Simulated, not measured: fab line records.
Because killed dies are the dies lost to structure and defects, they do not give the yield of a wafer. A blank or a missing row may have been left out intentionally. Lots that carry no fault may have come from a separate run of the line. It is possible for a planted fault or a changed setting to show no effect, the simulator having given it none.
Which tool is to blame? | flow gf180mcu | 6 lots with 18 wafers sampled at 4 steps, on a route of 602 steps

== WHAT THE GAUGES READ, wafer by wafer ==
GF_PSD_TW_MEAS_11.
lot  | measured     | on            | PSD_TW
L324 | day 14 12:59 | film-metro-02 | 3190 3186 3170
L327 | day 15 17:56 | film-metro-01 | 3226 3219 3215
L329 | day 16 08:35 | film-metro-02 | 3158 3153 3164
L333 | day 17 19:02 | film-metro-01 | 3229 3235 3208
L337 | day 19 09:52 | film-metro-01 | 3199 3229 3222
L342 | day 20 22:26 | film-metro-02 | 3530 3551 3534

== WHAT TOOL EACH LOT RAN ON (gives the tool, then ch and the chambers of the sampled wafers, and finally the start) ==
lot  | GF_HV_LDD_RTA_52                 | GF_PSD_IMPLANT_09               | GF_PSD_STRIP_10
L324 | rtp-anneal-02 ch 0, day 12 16:38 | implanter-03 ch 0, day 14 12:44 | plasma-asher-03 ch 1, day 14 12:53
L327 | rtp-anneal-02 ch 0, day 13 19:20 | implanter-04 ch 0, day 15 17:41 | plasma-asher-03 ch 0,1, day 15 17:50
L329 | rtp-anneal-02 ch 0, day 14 10:44 | implanter-04 ch 0, day 16 08:20 | plasma-asher-01 ch 0,1, day 16 08:29
L333 | rtp-anneal-02 ch 0, day 15 17:50 | implanter-04 ch 0, day 17 18:47 | plasma-asher-03 ch 0,1, day 17 18:56
L337 | rtp-anneal-01 ch 0, day 17 08:07 | implanter-04 ch 0, day 19 09:37 | plasma-asher-01 ch 0, day 19 09:46
L342 | rtp-anneal-01 ch 0, day 18 18:44 | implanter-04 ch 0, day 20 21:53 | plasma-asher-01 ch 0,1, day 20 22:20
- GF_HV_LDD_RTA_52: time 10 s.
- GF_PSD_IMPLANT_09
- GF_PSD_STRIP_10: strips in O2/N2.

== THE ANSWER, worked out from the rows above alone ==
Rule: the usual values come from the lots themselves. Put in order of their means at a reading, lots are off if they are a third of the lots or fewer, leave a main group of 4 or more, and stand apart from it by a gap of 3 or more times the standard deviation of the main group's means; of several such gaps the widest counts. A main group is skipped when, at the precision printed for the reading in the tables above, its means are all equal. Also off: a lot with no number at a reading for which 4 or more lots have one. Any other lot the step has rows for is counted as sound.
Off: L342, at GF_PSD_TW_MEAS_11 (PSD_TW). The main group has a mean of 3200 with a standard deviation of 26.
If a tool, at a process step before that reading, ran all the lots that are off and no sound lot after the first of them, it fits. Gauges at GF_PSD_TW_MEAS_11: tried the same way as those tools. Can't be told from this: 4 tools fit, rtp-anneal-01 at GF_HV_LDD_RTA_52, implanter-04 at GF_PSD_IMPLANT_09, plasma-asher-01 at GF_PSD_STRIP_10, film-metro-02 at GF_PSD_TW_MEAS_11.

== WHAT THE SIMULATOR HAD PUT IN ==
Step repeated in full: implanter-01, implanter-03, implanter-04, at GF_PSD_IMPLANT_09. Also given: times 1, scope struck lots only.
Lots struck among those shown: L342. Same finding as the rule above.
